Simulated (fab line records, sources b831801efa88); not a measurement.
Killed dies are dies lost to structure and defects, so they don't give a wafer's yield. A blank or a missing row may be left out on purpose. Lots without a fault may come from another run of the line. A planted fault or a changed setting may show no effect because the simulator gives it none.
Problem report in the 8D (eight disciplines) form, filled by code | flow sky130 | the parts of the form that need people (team, actions taken, sign-off) are left out

1. THE PROBLEM
oes_product_au at SKY_METAL1_ETCH_18 reads a mean of 0.878 a.u. on 4 wafers of 2 lots; wafers without a fault read 0.856 a.u. with a standard deviation of 0.0042. That is +5.2 standard deviations from the usual mean.
The step: etches BARC in N2/H2, stops on SiO2, time 45.9 s, target depth 60 nm.
First seen on wafer L500.1, day 37 12:21, on rie_metal-02. The record holds 39 wafers of 13 lots with a number at this step. Rule for "out", or "out of limits": more than 4 standard deviations from the usual mean. The other wafers with a number count as sound.

2. WHAT IT IS AND WHAT IT IS NOT
question                    | is                             | is not
which readings at this step | oes_product_au                 | drypump_motor_current_A, n2_flow_sccm, throttle_valve_pct
which lots                  | L500, L501                     | L486, L488, L489, L490, L491, L492, L495, L503, L506, L507, L509
which wafers of those lots  | L500.1, L500.5, L501.1, L501.5 | L500.4, L501.6
read on which tools         | rie_metal-02                   | rie_metal-01, rie_metal-03
when                        | from day 37 12:21              | up to then (22 sound wafers); but 13 sound wafers of L501, L503, L506, L507, L509 came after

3. SUSPECTS, AND WHAT RULES EACH OUT
Counting: a tool at a process step up to the reading stays a suspect if it ran every lot that is out. Sound lots after the first of them don't rule it out here, since some wafers of a struck lot are sound.
- rie_metal-02 at SKY_METAL1_ETCH_18 (etches BARC in N2/H2, stops on SiO2, time 45.9 s, target depth 60 nm): kept. It ran every lot that is out, first L500 (day 37 12:21); its last sound lot up to then is L491 (day 34 13:23). Its own readings are out on those wafers: oes_product_au.
Left after counting: rie_metal-02 at SKY_METAL1_ETCH_18.

4. THE CAUSE (what the simulator had put in)
Process parameter drift: rie_metal-02, from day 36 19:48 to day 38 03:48, at SKY_METAL1_ETCH_18. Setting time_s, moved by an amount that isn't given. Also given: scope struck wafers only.
Counting left only this tool.

5. THE CHAIN OF EFFECTS, in route order
Each row: a reading whose mean over the struck wafers that have a number lies more than 3 standard deviations from the usual. Only readings for which the record gives a usual standard deviation are gone through. hours: the time from each lot's start at the first step in this table that gives one to its start at this step, as a median over the lots. sigmas: the change in usual standard deviations.
hours | step               | reading        | usual      | on struck wafers | change | sigmas
0     | SKY_METAL1_ETCH_18 | oes_product_au | 0.856 a.u. | 0.878            | +0.022 | +5.2
The process steps in it:
- SKY_METAL1_ETCH_18: etches BARC in N2/H2, stops on SiO2, time 45.9 s, target depth 60 nm.
Later measuring or inspecting steps at which every struck wafer that the step has a row for has a number for every such reading, and none has moved that far: SKY_VIA1_CD_MEAS_12, SKY_METAL2_OVL_MEAS_16, SKY_VIA2_BOW_MEAS_03.

6. WHAT WOULD HAVE CAUGHT IT SOONER
In this record the first reading out of limits was taken at day 37 12:21, 17 hours after the fault began at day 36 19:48.
